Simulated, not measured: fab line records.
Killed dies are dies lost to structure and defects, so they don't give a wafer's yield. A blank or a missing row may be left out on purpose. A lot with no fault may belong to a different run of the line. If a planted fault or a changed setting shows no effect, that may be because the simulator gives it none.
fab line records	flow sky130
[record] lots = 24	wafers = 72	lastDay = 50
route steps=708 shown LI_CONTACT@364 VIA1@459 VIA2@527
lots that met no fault: from a run of the same line without faults
startH: the number of hours between the record's first day and the start of the first shown wafer of the lot	waitH: hours elapsed since this lot's preceding step	" same as the row above	L1.1+2: a row that stands for several wafers	- no value present, or no start provided	* or withheld: withheld	< > ~ a bound
route shown NAME@n: a module of which the file shows steps, and the number in the route of the first	usual: mean/standard deviation taken from wafers without a fault	same: alike in all rows	chamber/n: place in a boat	sites: per-site readings	_std_site: standard deviation across them	_edge_site: inner sites' mean taken away from outer sites' mean	radiusMm: how far each site lies from the wafer's centre	mask NAME#n: copy n	behind: the tool/chamber that last shaped the wafer	hold: why the lot went on hold/how many hours it stayed there/how the hold came to an end	device: whichever transistor did not switch (one of n, p or np)	end of line: at the end of the route, the tests of the same wafers	a step given without rows: its recipe and nothing more	killed: count of dies lost to structure and defects at first sort (not the wafer's yield)	map: the dies of a wafer, with x for killed, . for not killed, _ for no die there
set.NAME: the setting the step ran with; set.NAME@STEP: the setting that earlier step ran with	model.NAME: the simulator's own value behind a step, which no gauge read
a sample of lots followed through the steps of the route, with each step as a table and each wafer as a row
services: when a tool's chamber went out of use (startH, in hours from the record's first day, below 0 if earlier), for how many hours, and the reason
[[steps]]
[step SKY_LI_CONTACT_CMP_02]
[recipe] material = PSG	downForcePsi = 4	platenRpm = 60	padVelocityMS = 0.94248
[usual] edgeZonePressureFrac = 1.000/0.0054	motorCurrentA = 12.8/1.1	slurryFlowMlMin = 149.9/0.48	timeToEndpointS = 34/3.3
lot.wafer	tool	chamber	startH	waitH	edgeZonePressureFrac	motorCurrentA	slurryFlowMlMin	timeToEndpointS
L074.2	cmp-02	2	652.64	0.1	1.004	13.2	150.2	28
L074.1	"	0	"	"	1.009	12.6	149.6	29
L074.6	"	2	"	"	1.008	12.4	149.5	26
L075.2	cmp-02	3	656.20	0.1	0.995	14.5	149.2	36
L075.1	"	0	"	"	0.989	12.0	150.0	33
L075.6	"	1	"	"	0.998	13.4	149.1	33
L076.3	cmp-02	0	660.25	0.0	0.998	12.6	149.4	33
L076.1	"	1	"	"	0.996	13.4	150.0	31
L076.5	"	0	"	"	0.994	12.0	150.0	35
L078.1	cmp-02	2	662.78	0.1	1.000	13.2	149.2	27
L078.3	"	3	"	"	0.999	15.0	149.7	36
L078.5	"	0	"	"	1.002	12.6	149.5	32
L077.2	cmp-02	2	675.03	0.0	1.006	13.5	149.7	30
L077.4	"	1	"	"	0.995	12.7	149.4	33
L077.5	"	3	"	"	1.005	13.9	150.7	38
L079.1	cmp-02	1	679.04	0.1	0.991	13.4	149.7	30
L079.3	"	2	"	"	1.000	12.5	149.0	29
L079.2	"	3	"	"	0.988	15.0	149.5	38
L080.4	cmp-01	3	688.83	0.1	1.005	11.3	149.9	35
L080.1	"	0	"	"	0.999	11.0	149.4	38
L080.6	"	3	"	"	1.003	12.4	149.2	36
L081.4	cmp-02	3	709.20	0.1	0.999	13.3	149.7	39
L081.2	"	1	"	"	1.004	12.8	149.3	34
L081.5	"	2	"	"	0.997	12.6	149.5	30
L082.4	cmp-01	3	710.74	0.2	1.003	11.9	149.5	33
L082.6	"	0	"	"	0.999	11.2	149.3	34
L082.5	"	1	"	"	0.986	13.3	150.4	32
L083.2	cmp-02	2	713.65	0.0	1.006	13.2	150.0	33
L083.4	"	0	"	"	1.003	12.2	149.6	36
L083.3	"	1	"	"	1.001	13.1	150.8	35
L084.4	cmp-01	0	722.45	0.1	0.997	11.4	150.1	36
L084.1	"	2	"	"	0.996	14.7	150.3	36
L084.6	"	3	"	"	0.990	11.5	150.0	41
L085.1	cmp-01	2	729.59	0.1	1.006	14.3	149.8	35
L085.3	"	3	"	"	0.992	12.6	150.5	41
L085.6	"	2	"	"	0.997	14.3	150.0	38
L086.2	cmp-02	0	736.39	0.0	1.005	12.1	149.5	33
L086.1	"	2	"	"	1.009	12.7	150.8	31
L086.6	"	0	"	"	1.003	12.5	149.5	32
L087.1	cmp-02	3	745.75	0.1	1.003	13.6	150.3	40
L087.5	"	2	"	"	1.002	13.4	150.2	31
L087.6	"	3	"	"	1.003	14.0	150.3	38
L088.2	cmp-01	2	758.99	0.0	0.993	14.1	150.0	32
L088.4	"	1	"	"	0.997	11.7	150.1	30
L088.5	"	2	"	"	1.000	14.3	149.6	33
L089.3	cmp-01	2	764.70	0.0	1.007	13.5	149.8	29
L089.2	"	1	"	"	0.996	13.1	149.9	29
L089.5	"	3	"	"	1.002	12.3	149.5	33
L090.4	cmp-01	2	772.80	0.0	1.003	13.7	149.9	33
L090.5	"	2	"	"	1.004	13.7	150.1	33
L090.6	"	3	"	"	1.006	11.6	150.0	37
L091.3	cmp-01	3	783.85	0.1	1.010	11.6	149.8	37
L091.2	"	0	"	"	1.013	11.0	149.6	35
L091.6	"	1	"	"	1.003	13.2	149.2	32
L092.1	cmp-02	2	785.38	0.1	0.999	12.9	150.1	32
L092.2	"	3	"	"	0.993	14.4	150.8	40
L092.6	"	2	"	"	1.005	12.4	149.7	30
L093.1	cmp-01	0	794.60	0.1	1.000	10.8	150.7	36
L093.4	"	1	"	"	1.001	12.8	150.4	33
L093.5	"	0	"	"	1.005	11.4	150.4	37
L094.1	cmp-01	2	797.10	0.1	0.999	14.3	150.5	34
L094.3	"	3	"	"	0.998	11.8	150.3	37
L094.6	"	3	"	"	1.000	12.3	150.5	39
L095.1	cmp-01	1	808.65	0.1	0.994	12.7	150.1	35
L095.5	"	0	"	"	0.998	11.4	150.7	36
L095.6	"	1	"	"	0.997	13.1	150.2	33
L096.4	cmp-02	1	815.58	0.1	0.998	13.0	150.4	39
L096.2	"	2	"	"	0.992	13.1	150.7	36
L096.6	"	3	"	"	0.995	13.9	150.0	40
L097.4	cmp-02	0	832.49	0.0	0.996	12.3	150.2	34
L097.3	"	2	"	"	1.001	12.6	150.3	31
L097.5	"	1	"	"	0.998	13.5	150.7	34
[step SKY_LI_CONTACT_CD_MEAS_12]
[recipe] targetCdNm = 170
[usual] cdNm = 169.8/1.2
lot.wafer	tool	chamber	startH	waitH	cdNm
L074.1	cdSem-02	-	681.42	-	168.1
L074.2	"	-	"	"	169.5
L074.6	"	-	"	"	169.1
L075.1	cdSem-02	-	684.65	-	170.3
L075.2	"	-	"	"	170.3
L075.6	"	-	"	"	168.5
L076.1	cdSem-02	-	688.87	-	168.3
L076.3	"	-	"	"	168.7
L076.5	"	-	"	"	169.1
L078.1	cdSem-02	-	690.65	-	171.2
L078.3	"	-	"	"	170.9
L078.5	"	-	"	"	170.4
L077.2	cdSem-01	-	703.54	-	171.4
L077.4	"	-	"	"	171.4
L077.5	"	-	"	"	172.0
L079.1	cdSem-01	-	707.42	-	170.4
L079.2	"	-	"	"	168.9
L079.3	"	-	"	"	170.7
L080.1	cdSem-02	-	716.46	-	170.5
L080.4	"	-	"	"	168.3
L080.6	"	-	"	"	169.3
L081.2	cdSem-02	-	737.02	-	171.0
L081.4	"	-	"	"	170.0
L081.5	"	-	"	"	170.5
L082.4	cdSem-02	-	738.06	-	169.2
L082.5	"	-	"	"	171.5
L082.6	"	-	"	"	171.8
L083.2	cdSem-01	-	741.67	-	167.6
L083.3	"	-	"	"	168.6
L083.4	"	-	"	"	166.9
L084.1	cdSem-01	-	749.10	-	172.4
L084.4	"	-	"	"	171.1
L084.6	"	-	"	"	170.1
L085.1	cdSem-02	-	757.01	-	170.2
L085.3	"	-	"	"	169.8
L085.6	"	-	"	"	170.7
L086.1	cdSem-02	-	763.38	-	169.3
L086.2	"	-	"	"	168.6
L086.6	"	-	"	"	171.0
L087.1	cdSem-02	-	773.35	-	170.0
L087.5	"	-	"	"	169.3
L087.6	"	-	"	"	169.9
L088.2	cdSem-02	-	785.18	-	168.9
L088.4	"	-	"	"	169.0
L088.5	"	-	"	"	168.9
L089.2	cdSem-01	-	791.14	-	169.0
L089.3	"	-	"	"	167.9
L089.5	"	-	"	"	169.2
L090.4	cdSem-01	-	799.86	-	170.9
L090.5	"	-	"	"	170.6
L090.6	"	-	"	"	170.4
L091.2	cdSem-02	-	810.18	-	171.0
L091.3	"	-	"	"	169.8
L091.6	"	-	"	"	169.8
L092.1	cdSem-02	-	811.50	-	170.3
L092.2	"	-	"	"	172.0
L092.6	"	-	"	"	171.0
L093.1	cdSem-01	-	821.10	-	169.5
L093.4	"	-	"	"	169.8
L093.5	"	-	"	"	169.6
L094.1	cdSem-01	-	824.25	-	170.0
L094.3	"	-	"	"	168.3
L094.6	"	-	"	"	168.3
L095.1	cdSem-02	-	834.86	-	171.1
L095.5	"	-	"	"	170.2
L095.6	"	-	"	"	171.4
L096.2	cdSem-01	-	841.78	-	168.9
L096.4	"	-	"	"	168.2
L096.6	"	-	"	"	167.5
L097.3	cdSem-02	-	858.19	-	169.0
L097.4	"	-	"	"	167.8
L097.5	"	-	"	"	169.2
[step SKY_LI_CONTACT_RS_MEAS_22]
[recipe] thkMeasGauge = four-point-probe	reads = W_of_LI_CONTACT_CVD_21+TiN_of_LI_CONTACT_SPUTTER_20+Ti_of_LI_CONTACT_SPUTTER_19
[usual] LI_CONTACT_W_RS = 0.285/0.0036
lot.wafer	tool	chamber	startH	waitH	LI_CONTACT_W_RS[ohm/sq]
L074.1	filmMetro-03	-	682.26	0.1	0.283
L074.2	"	-	"	"	0.284
L074.6	"	-	"	"	0.284
L075.1	filmMetro-03	-	685.50	0.1	0.287
L075.2	"	-	"	"	0.293
L075.6	"	-	"	"	0.294
L076.1	filmMetro-02	-	689.71	0.1	0.279
L076.3	"	-	"	"	0.279
L076.5	"	-	"	"	0.282
L078.1	filmMetro-02	-	691.50	0.1	0.291
L078.3	"	-	"	"	0.290
L078.5	"	-	"	"	0.288
L077.2	filmMetro-02	-	704.38	0.1	0.283
L077.4	"	-	"	"	0.282
L077.5	"	-	"	"	0.283
L079.1	filmMetro-01	-	708.28	0.1	0.290
L079.2	"	-	"	"	0.283
L079.3	"	-	"	"	0.283
L080.1	filmMetro-03	-	717.30	0.1	0.278
L080.4	"	-	"	"	0.280
L080.6	"	-	"	"	0.280
L081.2	filmMetro-01	-	738.04	0.1	0.284
L081.4	"	-	"	"	0.285
L081.5	"	-	"	"	0.287
L082.4	filmMetro-01	-	738.91	0.1	0.293
L082.5	"	-	"	"	0.284
L082.6	"	-	"	"	0.290
L083.2	filmMetro-01	-	742.52	0.1	0.286
L083.3	"	-	"	"	0.285
L083.4	"	-	"	"	0.285
L084.1	filmMetro-01	-	749.95	0.1	0.282
L084.4	"	-	"	"	0.280
L084.6	"	-	"	"	0.289
L085.1	filmMetro-01	-	757.85	0.1	0.278
L085.3	"	-	"	"	0.282
L085.6	"	-	"	"	0.282
L086.1	filmMetro-01	-	764.22	0.1	0.287
L086.2	"	-	"	"	0.280
L086.6	"	-	"	"	0.282
L087.1	filmMetro-02	-	774.20	0.1	0.280
L087.5	"	-	"	"	0.283
L087.6	"	-	"	"	0.281
L088.2	filmMetro-03	-	786.02	0.1	0.289
L088.4	"	-	"	"	0.285
L088.5	"	-	"	"	0.286
L089.2	filmMetro-01	-	791.99	0.1	0.286
L089.3	"	-	"	"	0.289
L089.5	"	-	"	"	0.283
L090.4	filmMetro-02	-	800.71	0.1	0.284
L090.5	"	-	"	"	0.284
L090.6	"	-	"	"	0.285
L091.2	filmMetro-01	-	811.02	0.1	0.289
L091.3	"	-	"	"	0.282
L091.6	"	-	"	"	0.290
L092.1	filmMetro-03	-	812.35	0.1	0.285
L092.2	"	-	"	"	0.290
L092.6	"	-	"	"	0.281
L093.1	filmMetro-01	-	821.95	0.1	0.284
L093.4	"	-	"	"	0.279
L093.5	"	-	"	"	0.282
L094.1	filmMetro-02	-	825.10	0.1	0.290
L094.3	"	-	"	"	0.282
L094.6	"	-	"	"	0.287
L095.1	filmMetro-01	-	835.72	0.1	0.281
L095.5	"	-	"	"	0.284
L095.6	"	-	"	"	0.287
L096.2	filmMetro-01	-	842.64	0.1	0.286
L096.4	"	-	"	"	0.286
L096.6	"	-	"	"	0.285
L097.3	filmMetro-01	-	859.05	0.1	0.287
L097.4	"	-	"	"	0.284
L097.5	"	-	"	"	0.285
[step SKY_VIA1_THK_MEAS_01]
[recipe] reads = SiO2_of_VIA1_HDPCVD_00
[usual] VIA1_HDPCVD_THK = 1030/9.7
lot.wafer	tool	chamber	startH	waitH	VIA1_HDPCVD_THK[nm]
L074.1	filmMetro-02	-	767.99	0.1	1028
L074.2	"	-	"	"	1032
L074.6	"	-	"	"	1041
L075.1	filmMetro-01	-	772.71	0.1	1023
L075.2	"	-	"	"	1020
L075.6	"	-	"	"	1027
L076.1	filmMetro-01	-	776.34	0.1	1029
L076.3	"	-	"	"	1017
L076.5	"	-	"	"	1033
L078.1	filmMetro-01	-	777.99	0.1	1022
L078.3	"	-	"	"	1042
L078.5	"	-	"	"	1030
L077.2	filmMetro-02	-	790.12	0.1	1032
L077.4	"	-	"	"	1042
L077.5	"	-	"	"	1038
L079.1	filmMetro-02	-	794.20	0.1	1031
L079.2	"	-	"	"	1027
L079.3	"	-	"	"	1042
L080.1	filmMetro-01	-	802.90	0.1	1031
L080.4	"	-	"	"	1020
L080.6	"	-	"	"	1024
L081.2	filmMetro-03	-	822.97	0.1	1036
L081.4	"	-	"	"	1026
L081.5	"	-	"	"	1021
L082.4	filmMetro-02	-	823.10	0.1	1034
L082.5	"	-	"	"	1020
L082.6	"	-	"	"	1038
L083.2	filmMetro-03	-	827.36	0.1	1035
L083.3	"	-	"	"	1047
L083.4	"	-	"	"	1052
L084.1	filmMetro-02	-	833.96	0.1	1030
L084.4	"	-	"	"	1044
L084.6	"	-	"	"	1037
L085.1	filmMetro-02	-	841.20	0.1	1024
L085.3	"	-	"	"	1032
L085.6	"	-	"	"	1042
L086.1	filmMetro-01	-	847.17	0.1	1035
L086.2	"	-	"	"	1028
L086.6	"	-	"	"	1039
L087.1	filmMetro-02	-	858.13	0.1	1038
L087.5	"	-	"	"	1036
L087.6	"	-	"	"	1026
L088.2	filmMetro-03	-	868.81	0.1	1009
L088.4	"	-	"	"	1023
L088.5	"	-	"	"	1035
L089.2	filmMetro-02	-	873.46	0.1	1027
L089.3	"	-	"	"	1032
L089.5	"	-	"	"	1031
L090.4	filmMetro-02	-	883.48	0.0	1023
L090.5	"	-	"	"	1026
L090.6	"	-	"	"	1045
L091.2	filmMetro-03	-	893.62	0.1	1032
L091.3	"	-	"	"	1016
L091.6	"	-	"	"	1012
L092.1	filmMetro-01	-	894.50	0.1	1027
L092.2	"	-	"	"	1045
L092.6	"	-	"	"	1037
L093.1	filmMetro-03	-	903.33	0.1	1016
L093.4	"	-	"	"	1023
L093.5	"	-	"	"	1011
L094.1	filmMetro-01	-	906.88	0.1	1021
L094.3	"	-	"	"	1015
L094.6	"	-	"	"	1039
L095.1	filmMetro-01	-	917.06	0.1	1011
L095.5	"	-	"	"	1027
L095.6	"	-	"	"	1034
L096.2	filmMetro-02	-	923.58	0.1	1031
L096.4	"	-	"	"	1013
L096.6	"	-	"	"	1024
L097.3	filmMetro-03	-	938.73	0.1	1016
L097.4	"	-	"	"	1009
L097.5	"	-	"	"	1042
[step SKY_VIA2_SPUTTER_20]
[recipe] material = TiN	targetThkNm = 20	chamberPressurePa = 5	powerW = 4000	timeS = 80
[usual] throttleValvePct = 30.3/1.2
lot.wafer	tool	chamber	startH	waitH	throttleValvePct
L074.1	pvdSputter-03	-	851.28	0.0	29.3
L074.2	"	-	"	"	29.3
L074.6	"	-	"	"	30.7
L075.1	pvdSputter-03	-	855.11	0.0	29.3
L075.2	"	-	"	"	30.4
L075.6	"	-	"	"	31.7
L076.1	pvdSputter-03	-	858.24	0.0	29.4
L076.3	"	-	"	"	31.0
L076.5	"	-	"	"	29.3
L078.1	pvdSputter-03	-	860.41	0.0	31.8
L078.3	"	-	"	"	31.1
L078.5	"	-	"	"	30.6
L077.2	pvdSputter-03	-	872.06	0.0	29.2
L077.4	"	-	"	"	30.7
L077.5	"	-	"	"	31.7
L079.1	pvdSputter-03	-	875.53	0.0	29.3
L079.2	"	-	"	"	31.6
L079.3	"	-	"	"	29.2
L080.1	pvdSputter-03	-	884.97	0.0	29.4
L080.4	"	-	"	"	29.1
L080.6	"	-	"	"	29.2
L081.2	pvdSputter-03	-	904.02	0.0	29.3
L081.4	"	-	"	"	29.3
L081.5	"	-	"	"	28.8
L082.4	pvdSputter-01	-	905.03	0.0	32.1
L082.5	"	-	"	"	29.7
L082.6	"	-	"	"	29.5
L083.2	pvdSputter-03	-	906.58	0.0	29.0
L083.3	"	-	"	"	30.8
L083.4	"	-	"	"	29.0
L084.1	pvdSputter-01	-	915.03	0.0	29.3
L084.4	"	-	"	"	29.6
L084.6	"	-	"	"	29.6
L085.1	pvdSputter-03	-	921.88	0.0	29.1
L085.3	"	-	"	"	30.6
L085.6	"	-	"	"	29.3
L086.1	pvdSputter-03	-	927.26	0.0	29.4
L086.2	"	-	"	"	29.3
L086.6	"	-	"	"	30.6
L087.1	pvdSputter-01	-	937.32	0.0	29.9
L087.5	"	-	"	"	29.6
L087.6	"	-	"	"	29.6
L088.2	pvdSputter-03	-	947.26	0.0	31.7
L088.4	"	-	"	"	28.7
L088.5	"	-	"	"	29.0
L089.2	pvdSputter-01	-	951.94	0.0	32.4
L089.3	"	-	"	"	29.7
L089.5	"	-	"	"	32.6
L090.4	pvdSputter-04	-	961.53	0.0	29.2
L090.5	"	-	"	"	31.2
L090.6	"	-	"	"	29.2
L091.2	pvdSputter-03	-	972.22	0.0	29.1
L091.3	"	-	"	"	31.7
L091.6	"	-	"	"	30.5
L092.1	pvdSputter-01	-	972.82	0.0	32.6
L092.2	"	-	"	"	29.8
L092.6	"	-	"	"	32.7
L093.1	pvdSputter-03	-	980.82	0.0	31.4
L093.4	"	-	"	"	31.0
L093.5	"	-	"	"	31.5
L094.1	pvdSputter-03	-	983.23	0.0	31.6
L094.3	"	-	"	"	31.2
L094.6	"	-	"	"	29.3
L095.1	pvdSputter-04	-	993.42	0.0	30.8
L095.5	"	-	"	"	29.0
L095.6	"	-	"	"	30.8
L096.2	pvdSputter-04	-	999.82	0.0	31.1
L096.4	"	-	"	"	30.9
L096.6	"	-	"	"	29.1
L097.3	pvdSputter-03	-	1015.66	0.0	31.8
L097.4	"	-	"	"	30.5
L097.5	"	-	"	"	30.8
[step SKY_VIA2_THK_MEAS_23]
[recipe] thkMeasGauge = xrf	reads = W_of_VIA2_CVD_21
[usual] VIA2_W_THK = 409/7.3
lot.wafer	tool	chamber	startH	waitH	VIA2_W_THK[nm]
L074.1	filmMetro-01	-	851.59	0.1	425
L074.2	"	-	"	"	418
L074.6	"	-	"	"	418
L075.1	filmMetro-03	-	855.42	0.1	400
L075.2	"	-	"	"	411
L075.6	"	-	"	"	408
L076.1	filmMetro-04	-	858.55	0.1	413
L076.3	"	-	"	"	410
L076.5	"	-	"	"	409
L078.1	filmMetro-04	-	860.72	0.1	413
L078.3	"	-	"	"	418
L078.5	"	-	"	"	413
L077.2	filmMetro-04	-	872.38	0.1	416
L077.4	"	-	"	"	418
L077.5	"	-	"	"	416
L079.1	filmMetro-04	-	875.85	0.1	415
L079.2	"	-	"	"	418
L079.3	"	-	"	"	413
L080.1	filmMetro-04	-	885.28	0.1	417
L080.4	"	-	"	"	422
L080.6	"	-	"	"	417
L081.2	filmMetro-03	-	904.34	0.1	405
L081.4	"	-	"	"	400
L081.5	"	-	"	"	394
L082.4	filmMetro-01	-	905.37	0.1	407
L082.5	"	-	"	"	400
L082.6	"	-	"	"	401
L083.2	filmMetro-04	-	906.90	0.1	414
L083.3	"	-	"	"	414
L083.4	"	-	"	"	416
L084.1	filmMetro-01	-	915.35	0.1	412
L084.4	"	-	"	"	415
L084.6	"	-	"	"	415
L085.1	filmMetro-01	-	922.19	0.1	415
L085.3	"	-	"	"	413
L085.6	"	-	"	"	409
L086.1	filmMetro-03	-	927.57	0.1	409
L086.2	"	-	"	"	415
L086.6	"	-	"	"	408
L087.1	filmMetro-01	-	937.63	0.1	410
L087.5	"	-	"	"	411
L087.6	"	-	"	"	415
L088.2	filmMetro-04	-	947.60	0.1	402
L088.4	"	-	"	"	403
L088.5	"	-	"	"	407
L089.2	filmMetro-01	-	952.27	0.1	415
L089.3	"	-	"	"	415
L089.5	"	-	"	"	410
L090.4	filmMetro-01	-	961.87	0.1	403
L090.5	"	-	"	"	403
L090.6	"	-	"	"	405
L091.2	filmMetro-04	-	972.55	0.1	402
L091.3	"	-	"	"	407
L091.6	"	-	"	"	408
L092.1	filmMetro-01	-	973.13	0.1	410
L092.2	"	-	"	"	403
L092.6	"	-	"	"	406
L093.1	filmMetro-04	-	981.14	0.1	408
L093.4	"	-	"	"	411
L093.5	"	-	"	"	410
L094.1	filmMetro-04	-	983.58	0.1	410
L094.3	"	-	"	"	409
L094.6	"	-	"	"	402
L095.1	filmMetro-01	-	993.73	0.1	414
L095.5	"	-	"	"	413
L095.6	"	-	"	"	413
L096.2	filmMetro-03	-	1000.14	0.1	396
L096.4	"	-	"	"	399
L096.6	"	-	"	"	396
L097.3	filmMetro-03	-	1015.99	0.1	398
L097.4	"	-	"	"	395
L097.5	"	-	"	"	396
[[services]]
tool	chamber	startH	hours	kind
cmp-02	-	641.07	0.9	repair
cmp-01	-	667.50	2.3	repair
cmp-02	-	670.20	3.0	repair
pvdSputter-03	-	699.42	7.7	repair
cmp-01	-	701.95	1.3	repair
cmp-02	-	703.43	5.7	repair
cmp-01	-	718.83	3.2	repair
cmp-01	-	726.38	2.6	repair
pvdSputter-03	-	733.18	5.5	repair
cmp-01	-	744.41	4.0	pm
pvdSputter-01	-	747.98	4.6	repair
pvdSputter-01	-	756.17	1.2	repair
cmp-02	-	758.67	1.4	repair
pvdSputter-03	-	771.11	24.2	repair
cmp-02	-	774.78	0.4	repair
cmp-01	-	839.32	2.2	repair
cmp-02	-	850.23	11.2	repair
cmp-01	-	861.40	5.5	pm
cmp-02	-	867.10	3.4	pm
cmp-02	-	892.11	4.9	pm
cmp-01	-	892.18	2.2	repair
cmp-02	-	898.58	4.0	repair
cmp-02	-	912.04	4.0	pm
cmp-02	-	984.77	1.3	repair
[[key]]
fault none
